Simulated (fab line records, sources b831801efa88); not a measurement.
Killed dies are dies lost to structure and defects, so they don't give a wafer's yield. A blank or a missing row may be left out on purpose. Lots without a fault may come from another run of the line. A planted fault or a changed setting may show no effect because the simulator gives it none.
fab line records | flow sfq_line | part 2 of 2: steps 25 to 34 of 34
record lots=5 wafers=15 last_day=86
route steps=325 shown L0@15 L0V@16 M0@28 I0@43
lots that met no fault: from a run of the same line without faults
start_h: hours from the record's first day to the start of the lot's first wafer shown | wait_h: hours since the lot's step before | " the same as in the row above | L1.1+2: a row that stands for several wafers | - no value, or no start given | * or withheld: withheld | < > ~ a bound
route shown NAME@n: a module of which the file shows steps, and the number in the route of the first | usual: mean/standard deviation of fault-free wafers | same: alike in all rows | chamber/n: place in a boat | sites: the reading at each site | _std_site: their standard deviation | _edge_site: outer sites' mean less inner sites' | radius_mm: how far each site lies from the wafer's centre | mask NAME#n: copy n | behind: the tool/chamber that last shaped the wafer | hold: why the lot was held/for how many hours/how that ended | device: the transistor (n, p or np) that didn't switch | end of line: the same wafers' tests at the end of the route | a step without rows: its recipe alone | killed: dies lost to structure and defects at the first sort, not the wafer's yield | map: a wafer's dies, x killed, . not, _ none there
set.NAME: the setting as run; set.NAME@STEP: as run at that earlier step | model.NAME: the simulator's own value behind a step, which no gauge read
lots at some steps of the route; a table a step, a row a wafer
services: from which hour (start_h, from the record's first day; less than 0 if before it) a tool's chamber was out of use, for how many hours, and why
## steps
# step SFQ_TRILAYER_M0_ETCH_METAL_ETCH_024
# recipe target=Nb stop_on=SiO2 mask_material=PR chemistry=Cl2/Ar target_depth_nm=240 icp_w=600 bias_w=80 pressure_mtorr=10 time_s=120
# usual drypump_motor_current_A=5.55/0.22 oes_product_au=0.895/0.0072
# columns lot.wafer tool chamber start_h wait_h drypump_motor_current_A oes_product_au rf_hours_counter_h
L078.1 rie_metal-02 1 139.30 0.0 5.81 0.886 43
L078.2 " 0 " " 5.24 0.885 68
L078.5 " 1 " " 5.82 0.892 -
L083.1 rie_metal-04 1 175.07 0.0 5.59 0.890 76
L083.3 " 1 " " 5.58 0.897 -
L083.6 " 0 " " 5.59 0.901 -
L084.2 rie_metal-02 0 187.02 0.0 5.21 0.898 77
L084.3 " 0 " " 5.22 0.894 -
L084.6 " 1 " " 5.83 0.891 -
L090.1 rie_metal-04 0 216.63 0.1 5.58 0.893 176
L090.4 " 0 " " 5.56 0.908 -
L090.6 " 0 " " 5.57 0.913 -
L091.2 rie_metal-02 1 224.97 0.0 5.81 0.885 59
L091.3 " 0 " " 5.21 0.895 -
L091.6 " 1 " " 5.80 0.884 -
# step SFQ_TRILAYER_M0_STRIP_STRIP_025
# recipe gas=O2 power_w=200 platen_temp_c=40 overash_fraction=0.65 chemistry=O2 pressure_mtorr=50
# usual drypump_motor_current_A=5.55/0.22 oes_product_au=0.994/0.0089
# columns lot.wafer tool chamber start_h wait_h drypump_motor_current_A oes_product_au rf_hours_counter_h
L078.1 rie_metal-02 1 139.43 0.1 5.83 0.995 43
L078.2 " 0 " " 5.21 0.996 68
L078.5 " 1 " " 5.84 1.003 -
L083.1 rie_metal-04 1 175.19 0.1 5.56 0.986 76
L083.3 " 1 " " 5.59 0.987 -
L083.6 " 0 " " 5.61 1.006 -
L084.2 rie_metal-02 0 187.15 0.1 5.23 0.995 77
L084.3 " 0 " " 5.22 0.988 -
L084.6 " 1 " " 5.83 1.001 -
L090.1 rie_metal-04 0 216.88 0.2 5.60 0.990 177
L090.4 " 0 " " 5.59 0.985 -
L090.6 " 0 " " 5.61 0.986 -
L091.2 rie_metal-02 1 225.10 0.1 5.82 0.993 59
L091.3 " 0 " " 5.22 0.997 -
L091.6 " 1 " " 5.84 1.008 -
# step SFQ_TRILAYER_M0_STRIP_SOLV_CLEAN_026
# recipe chemistry=NMP temp_c=70 time_s=600
# usual bath_heat_duty_pct=13.7/1.6
# columns lot.wafer tool chamber start_h wait_h bath_heat_duty_pct
L078.1 wet_bench-04 7 140.03 0.4 12.1
L078.2 " 5 " " 11.4
L078.5 " 1 " " 16.0
L083.1 wet_bench-02 4 175.79 0.4 14.7
L083.3 " 1 " " 10.7
L083.6 " 2 " " 16.9
L084.2 wet_bench-04 2 187.75 0.4 11.6
L084.3 " 0 " " 12.1
L084.6 " 5 " " 12.5
L090.1 wet_bench-04 5 218.08 1.0 11.1
L090.4 " 7 " " 11.7
L090.6 " 2 " " 12.4
L091.2 wet_bench-04 7 225.70 0.4 11.9
L091.3 " 6 " " 14.6
L091.6 " 5 " " 11.4
# step SFQ_TRILAYER_I0_DEP_PECVD_027
# recipe material=SiO2 temp_c=150 time_s=111.11 pressure_torr=2.4 rf_w=183.3 precursor=SiH4/N2O target_thk_nm=500
# usual heater_power_w=92/13 throttle_valve_pct=24.8/1.4
# columns lot.wafer tool chamber start_h wait_h heater_power_w throttle_valve_pct
L078.1 pecvd-04 1 140.20 0.0 99 24.9
L078.2 " 0 " " 81 25.4
L078.5 " 1 " " 100 24.8
L083.1 pecvd-04 0 175.97 0.0 85 25.3
L083.3 " 1 " " 94 25.1
L083.6 " 2 " " 99 26.2
L084.2 pecvd-04 1 187.92 0.0 100 25.2
L084.3 " 0 " " 79 25.5
L084.6 " 2 " " 103 25.8
L090.1 pecvd-02 0 218.27 0.0 84 25.2
L090.4 " 1 " " 100 25.0
L090.6 " 2 " " 89 27.1
L091.2 pecvd-04 2 225.87 0.0 102 26.2
L091.3 " 1 " " 91 24.9
L091.6 " 2 " " 106 26.2
# step SFQ_TRILAYER_I0_CMP_CMP_028
# recipe material=SiO2 down_force_psi=3 platen_rpm=60 pad_velocity_m_s=0.94248
# usual motor_current_A=10.1/0.83 time_to_endpoint_s=212/8
# columns lot.wafer tool chamber start_h wait_h motor_current_A time_to_endpoint_s
L078.1 cmp-01 2 144.02 3.8 10.4 194
L078.2 " 3 " " 10.6 197
L078.5 " 3 146.52 6.2 10.5 202
L083.3 cmp-02 1 177.74 1.7 9.8 207
L083.1 " 2 " " 9.1 204
L083.6 " 1 179.74 3.7 10.1 216
L084.3 cmp-02 0 189.18 1.2 9.7 205
L084.2 " 2 190.18 2.2 9.4 198
L084.6 " 0 191.18 3.2 9.6 212
L090.1 cmp-01 1 219.40 1.1 11.0 221
L090.4 " 2 " " 10.4 209
L090.6 " 0 220.90 2.5 9.3 217
L091.2 cmp-02 3 228.60 2.7 11.2 212
L091.3 " 2 230.10 4.2 9.4 201
L091.6 " 0 231.10 5.1 9.9 215
# step SFQ_I0_BOW_MEAS_907
# recipe mode=bow
# usual I0_BOW=0/7
# columns lot.wafer tool chamber start_h wait_h I0_BOW[um]
L078.1 film_metro-01 - 147.02 2.5 -6
L078.2 " - " " -1
L078.5 " - " " -11
L083.1 film_metro-01 - 180.74 2.0 6
L083.3 " - " " -9
L083.6 " - " " -6
L084.2 film_metro-02 - 191.70 1.0 7
L084.3 " - " " -4
L084.6 " - " " 7
L090.1 film_metro-03 - 221.40 1.5 -6
L090.4 " - " " 4
L090.6 " - " " 5
L091.2 film_metro-01 - 231.62 2.5 -3
L091.3 " - " " -6
L091.6 " - " " -1
# step SFQ_TRILAYER_I0_METRO_MEASURE_029
# usual thk_nm=199.9/1
# columns lot.wafer tool chamber start_h wait_h thk_nm
L078.1 film_metro-01 - 147.14 0.1 199.1
L078.2 " - " " 197.7
L078.5 " - " " 198.8
L083.1 film_metro-01 - 180.86 0.1 199.2
L083.3 " - " " 198.4
L083.6 " - " " 199.8
L084.2 film_metro-02 - 192.00 0.3 200.4
L084.3 " - " " 199.4
L084.6 " - " " 200.2
L090.1 film_metro-03 - 221.52 0.1 199.4
L090.4 " - " " 199.3
L090.6 " - " " 198.0
L091.2 film_metro-01 - 231.92 0.3 200.8
L091.3 " - " " 200.2
L091.6 " - " " 201.2
# step SFQ_TRILAYER_I0_VIA_LITHO_COAT_036
# recipe resist=BARC spin_rpm=3000 resist_thk_nm=62
# usual exhaust_pa=44.8/0.92
# columns lot.wafer tool chamber start_h wait_h exhaust_pa
L078.1 litho_track-04 0 148.34 1.0 45.3
L078.2 " 0 " " 44.2
L078.5 " 0 " " 45.1
L083.1 litho_track-04 0 182.06 1.0 45.0
L083.3 " 0 " " 45.8
L083.6 " 0 " " 43.9
L084.2 litho_track-04 0 193.05 0.8 45.8
L084.3 " 0 " " 45.5
L084.6 " 0 " " 45.7
L090.1 litho_track-01 0 222.72 1.0 44.6
L090.4 " 0 " " 45.5
L090.6 " 0 " " 44.9
L091.2 litho_track-01 0 232.97 0.8 44.0
L091.3 " 0 " " 45.2
L091.6 " 0 " " 44.7
# step SFQ_TRILAYER_I0_VIA_LITHO_COAT_031
# recipe resist=KrF spin_rpm=3000 resist_thk_nm=650
# usual exhaust_pa=45.0/1
# columns lot.wafer tool chamber start_h wait_h exhaust_pa
L078.1 litho_track-04 0 148.64 0.2 44.8
L078.2 " 0 " " 45.7
L078.5 " 0 " " 44.9
L083.1 litho_track-04 0 182.36 0.2 46.0
L083.3 " 0 " " 46.2
L083.6 " 0 " " 45.5
L084.2 litho_track-04 0 193.35 0.2 46.0
L084.3 " 0 " " 44.4
L084.6 " 0 " " 43.1
L090.1 litho_track-01 0 223.02 0.2 45.9
L090.4 " 0 " " 45.0
L090.6 " 0 " " 45.2
L091.2 litho_track-01 0 233.27 0.2 46.5
L091.3 " 0 " " 45.4
L091.6 " 0 " " 45.3
# step SFQ_TRILAYER_I0_VIA_LITHO_SOFTBAKE_035
# recipe temp_c=withheld time_s=withheld resist=KrF
# usual exhaust_pa=44.8/0.9
# columns lot.wafer tool chamber start_h wait_h exhaust_pa
L078.1 litho_track-04 0 148.94 0.2 44.9
L078.2 " 0 " " 45.7
L078.5 " 0 " " 44.9
L083.1 litho_track-04 0 182.66 0.2 44.4
L083.3 " 0 " " 45.5
L083.6 " 0 " " 44.0
L084.2 litho_track-04 0 193.63 0.2 44.3
L084.3 " 0 " " 45.6
L084.6 " 0 " " 45.2
L090.1 litho_track-01 0 223.32 0.2 44.8
L090.4 " 0 " " 43.9
L090.6 " 0 " " 42.8
L091.2 litho_track-01 0 233.54 0.2 43.7
L091.3 " 0 " " 43.8
L091.6 " 0 " " 45.1
## services
# columns tool chamber start_h hours kind
wet_bench-02 - 87.74 1.9 pm
wet_bench-04 - 90.33 1.9 pm
pecvd-04 0 100.71 5.1 repair
cmp-02 - 102.41 0.3 repair
rie_diel-04 3 103.97 7.9 repair
rie_diel-04 0 108.81 4.0 repair
krf_scanner-01 - 114.81 1.3 pm
pecvd-02 2 122.06 3.5 repair
rie_metal-02 - 125.59 2.1 repair
rie_diel-04 0 128.02 5.2 repair
rie_diel-04 3 134.51 5.4 repair
krf_scanner-01 - 139.86 0.3 repair
krf_scanner-01 - 141.39 1.0 pm
pvd_sputter-04 - 150.34 1.6 repair
wet_bench-04 - 152.52 7.9 repair
film_metro-01 - 156.38 0.4 pm
rie_diel-04 1 156.56 20.6 repair
pvd_sputter-04 - 161.02 0.6 repair
pecvd-02 - 162.65 3.3 repair
krf_scanner-01 - 174.67 3.6 pm
film_metro-01 - 179.13 1.3 pm
cmp-02 - 203.17 0.2 repair
rie_metal-04 1 216.07 1.1 repair
rie_metal-02 0 225.87 27.9 repair
